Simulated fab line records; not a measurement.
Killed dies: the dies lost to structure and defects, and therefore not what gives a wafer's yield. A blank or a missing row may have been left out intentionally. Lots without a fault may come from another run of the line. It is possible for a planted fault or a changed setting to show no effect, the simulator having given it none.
A single fault, viewed from 2 desks | flow gf180mcu | every desk sees just its own numbers, and what lay behind them comes last

TOOL OWNER'S DESK, hdpcvd-02
The tool's own readings at GF_V1_CVD_00 (deposits SiO2, target thk 600 nm, time 100 s): means of the sampled wafers that have a number, for each lot that ran on this tool. Marked OUT: a lot whose mean sits more than 4 standard deviations from the usual mean, which makes it out of limits; the brackets give that distance.
Columns: A = pressure-mtorr at GF_V1_CVD_00, usual 6.000 mTorr; B = run-length-s at GF_V1_CVD_00, usual 128.1 s
lot  | first seen here | A     | B
L936 | day 17 03:59    | 6.008 | 128.3
L941 | day 19 07:45    | 5.994 | 128.6
L943 | day 19 15:32    | 6.000 | 128.5
L946 | day 21 00:48    | 6.007 | 128.4
L951 | day 22 17:14    | 5.998 | 128.4
This desk's finding: nothing out of limits on any of the 5 lots.

METROLOGY DESK
Means of the sampled wafers that have a number, per lot and without regard to the tool the lot ran on: this is what the gauges read. Marked OUT: a lot whose mean sits more than 4 standard deviations from the usual mean, which makes it out of limits; the brackets give that distance.
Columns: A = V1_BOW at GF_V1_BOW_MEAS_05, usual 81 um; B = V1_OVL at GF_V1_OVL_MEAS_15, usual 1 nm; C = cd-nm at GF_V2_CD_MEAS_14, usual 260.3 nm
lot  | first seen here | A  | B  | C
L936 | day 17 04:35    | 79 | 8  | 262.0
L937 | day 17 13:44    | 85 | 3  | 258.3
L938 | day 17 16:35    | 78 | 4  | 260.0
L941 | day 19 08:19    | 76 | -9 | 260.2
L943 | day 19 16:07    | 83 | -4 | 260.5
L944 | day 20 08:22    | 88 | 1  | 260.8
L946 | day 21 01:22    | 78 | -4 | 260.0
L949 | day 21 20:52    | 54 | 2  | -
L950 | day 22 05:36    | 52 | 6  | -
L951 | day 22 17:47    | 86 | -3 | 260.2
L953 | day 23 06:50    | 87 | 2  | 261.2
L957 | day 24 16:21    | 81 | -5 | 262.3
L958 | day 24 18:04    | 76 | 5  | 261.4
L959 | day 25 05:43    | 85 | -2 | 261.0
This desk's finding: nothing out of limits on any of the 14 lots.

PUT TOGETHER
The desk of the tool owner found nothing out of limits.
From the metrology desk's view, nothing was out of limits.

WHAT HAD BEEN PUT IN BY THE SIMULATOR
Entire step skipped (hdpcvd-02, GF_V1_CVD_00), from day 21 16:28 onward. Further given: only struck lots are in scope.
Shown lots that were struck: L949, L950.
